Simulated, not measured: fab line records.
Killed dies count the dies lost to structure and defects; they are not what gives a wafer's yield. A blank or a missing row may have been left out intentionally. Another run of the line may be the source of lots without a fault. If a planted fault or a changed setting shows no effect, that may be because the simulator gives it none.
Which tool was responsible? -- flow gf180mcu -- 11 lots with 33 wafers sampled at 2 steps, on a route of 602 steps

WHAT THE GAUGES SHOWED, per wafer
GF_MIM_THK_MEAS_11: measures by xrf.
lot,measured,on,MIM_ALCU_THK (nm)
L132,day 24 11:56,filmMetro-02,205.1 204.1 204.1
L134,day 25 09:56,filmMetro-02,198.5 200.3 200.1
L138,day 26 16:43,filmMetro-02,194.9 198.8 194.8
L139,day 26 22:43,filmMetro-04,198.2 194.4 194.9
L145,day 28 20:01,filmMetro-02,203.6 199.5 202.3
L146,day 29 03:02,filmMetro-04,199.0 197.9 197.7
L148,day 29 15:05,filmMetro-01,195.6 194.6 200.0
L151,day 30 15:34,filmMetro-02,198.9 199.9 196.5
L153,day 30 22:58,filmMetro-04,198.6 203.9 204.6
L154,day 31 08:35,filmMetro-04,198.4 198.1 197.1
L155,day 32 00:23,filmMetro-04,203.9 202.1 200.6

TOOL THAT RAN EACH LOT (tool first, then ch and the chambers of the sampled wafers, then the start)
lot,GF_MIM_SPUTTER_09
L132,"pvdSputter-04, day 24 11:47"
L134,"pvdSputter-03, day 25 09:46"
L138,"pvdSputter-02, day 26 16:34"
L139,"pvdSputter-02, day 26 22:34"
L145,"pvdSputter-04, day 28 19:51"
L146,"pvdSputter-02, day 29 02:53"
L148,"pvdSputter-02, day 29 14:54"
L151,"pvdSputter-03, day 30 15:24"
L153,"pvdSputter-04, day 30 22:48"
L154,"pvdSputter-03, day 31 08:23"
L155,"pvdSputter-04, day 32 00:13"
- GF_MIM_SPUTTER_09: material TiN, target thk 35 nm, time 30.02 s.

THE ANSWER, worked out from the rows above alone
Rule: usual is defined by the lots themselves. The widest of any qualifying gaps counts: lots, ordered by their means at a reading, are off when they make up no more than a third of the lots, leave a main group of 4 or more, and stand apart from it by 3 or more times the standard deviation of that group's means. A main group is skipped when, at the precision printed for the reading in the tables above, its means are all equal. Also off: a lot with no number at a reading for which 4 or more lots have one. Any other lot the step has rows for is counted as sound.
None of the lots is off at any reading shown; this tells nothing.

WHAT THE SIMULATOR PUT IN
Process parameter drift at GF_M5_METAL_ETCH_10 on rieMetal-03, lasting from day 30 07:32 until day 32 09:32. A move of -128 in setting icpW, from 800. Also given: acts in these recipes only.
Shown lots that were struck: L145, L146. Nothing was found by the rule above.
